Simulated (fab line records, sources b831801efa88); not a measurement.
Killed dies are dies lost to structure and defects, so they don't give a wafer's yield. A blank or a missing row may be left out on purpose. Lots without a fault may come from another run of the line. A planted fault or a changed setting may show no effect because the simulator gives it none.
Which tool did it? | flow sky130 | 7 lots, 21 wafers sampled, at 3 steps of a route of 708

WHAT THE GAUGES READ, wafer by wafer
SKY_CAP2M_RS_MEAS_03: measures by four-point-probe.
lot  | measured     | on            | CAP2M_TIN_RS (ohm/sq)
L795 | day 39 18:56 | film_metro-01 | 6.89 6.92 6.86
L798 | day 40 19:23 | film_metro-03 | 6.81 6.80 6.88
L800 | day 41 15:35 | film_metro-03 | 6.83 6.89 6.86
L809 | day 45 06:04 | film_metro-01 | 6.93 6.93 6.93
L812 | day 45 17:48 | film_metro-01 | 6.98 6.92 6.96
L813 | day 46 09:16 | film_metro-01 | 6.97 7.01 6.97
L815 | day 46 15:18 | film_metro-04 | 7.02 6.93 6.96

WHICH TOOL RAN EACH LOT (tool, then ch and the chambers of the sampled wafers, then the start)
lot  | SKY_VIA3_CMP_24               | SKY_METAL4_SPUTTER_02
L795 | cmp-01 ch 0,1, day 39 18:15   | pvd_sputter-03, day 39 18:36
L798 | cmp-01 ch 0,2,3, day 40 18:46 | pvd_sputter-01, day 40 19:04
L800 | cmp-01 ch 1,3, day 41 14:57   | pvd_sputter-01, day 41 15:15
L809 | cmp-01 ch 1,2,3, day 45 05:28 | pvd_sputter-04, day 45 05:46
L812 | cmp-01 ch 0,1, day 45 17:13   | pvd_sputter-03, day 45 17:31
L813 | cmp-02 ch 0,2,3, day 46 08:37 | pvd_sputter-01, day 46 08:58
L815 | cmp-01 ch 0,3, day 46 14:37   | pvd_sputter-04, day 46 14:58
- SKY_VIA3_CMP_24: polishes, stops on SiO2, t overpolish 20 s, target thk 0 nm.
- SKY_METAL4_SPUTTER_02: material AlCu, target thk 735 nm, time 39.1 s.

THE ANSWER, worked out from the rows above alone
Rule: what is usual is taken from the lots themselves. Put in order of their means at a reading, lots are off if they are a third of the lots or fewer, leave a main group of 4 or more, and stand apart from it by a gap of 3 or more times the standard deviation of the main group's means; of several such gaps the widest counts. A main group whose means are all the same, to the digits that the tables above print for the reading, isn't used. A lot without any number at a reading at which 4 lots or more have one is off too. The other lots that the step has rows for count as sound.
No lot is off at any reading shown: from this, nothing can be told.

WHAT THE SIMULATOR HAD PUT IN
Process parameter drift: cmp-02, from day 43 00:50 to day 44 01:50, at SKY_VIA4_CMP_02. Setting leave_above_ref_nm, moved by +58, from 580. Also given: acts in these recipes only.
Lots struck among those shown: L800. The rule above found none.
